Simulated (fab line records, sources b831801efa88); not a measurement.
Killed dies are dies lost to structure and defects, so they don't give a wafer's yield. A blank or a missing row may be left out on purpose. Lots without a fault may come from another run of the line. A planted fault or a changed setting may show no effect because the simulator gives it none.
Chamber matching | flow gf180mcu | GF_V5_ETCH_16 on rie_diel-03: 4 sister chambers
The step etches BARC in N2/H2. 8 wafers are shown with their chamber, then 7 later ones without.

WAFERS WITH THEIR CHAMBER
wafer  | chamber | drypump_motor_current_A (A) | throttle_valve_pct (%)
L594.4 | 2       | 5.2                         | 13.214
L600.5 | 0       | 5.3                         | 13.221
L601.5 | 0       | 5.2                         | 13.232
L603.3 | 1       | 6.3                         | 13.231
L603.4 | 3       | 5.3                         | 13.222
L603.5 | 3       | 5.3                         | 13.215
L607.1 | 2       | 5.2                         | 13.214
L607.2 | 1       | 6.3                         | 13.228

WAFERS WITHOUT THEIR CHAMBER
wafer  | drypump_motor_current_A (A) | throttle_valve_pct (%)
L607.4 | 5.3                         | 13.224
L614.1 | 5.3                         | 13.226
L614.2 | 5.2                         | 13.228
L614.3 | 5.3                         | 13.224
L616.2 | 5.3                         | 13.232
L616.3 | 5.2                         | 13.207
L616.4 | 5.2                         | 13.236

WHICH CHAMBER EACH WENT THROUGH
wafer  | from the rows above     | in truth
L607.4 | can't be placed: 3 or 0 | 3
L614.1 | can't be placed: 0 or 3 | 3
L614.2 | can't be placed: 0 or 2 | 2
L614.3 | can't be placed: 3 or 0 | 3
L616.2 | can't be placed: 0 or 3 | 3
L616.3 | 2                       | 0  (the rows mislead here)
L616.4 | 0                       | 0
Placed correctly: 1 of 7. Can't be placed from these rows: 5 (the true chamber is among the candidates in 5). Placed wrongly: 1.
How it was worked out, from the rows above alone: a wafer's distance from a chamber is the root of the sum, over the readings, of the square of ((its reading less the chamber's mean) divided by the reading's scatter). The wafer belongs to the nearest chamber; if the next one is less than 2 further off, it can't be placed. A chamber's mean is the mean of its shown wafers. The scatter: the root of (the sum of the squares of (reading less its chamber's mean) over the shown wafers, divided by (wafers less chambers)).
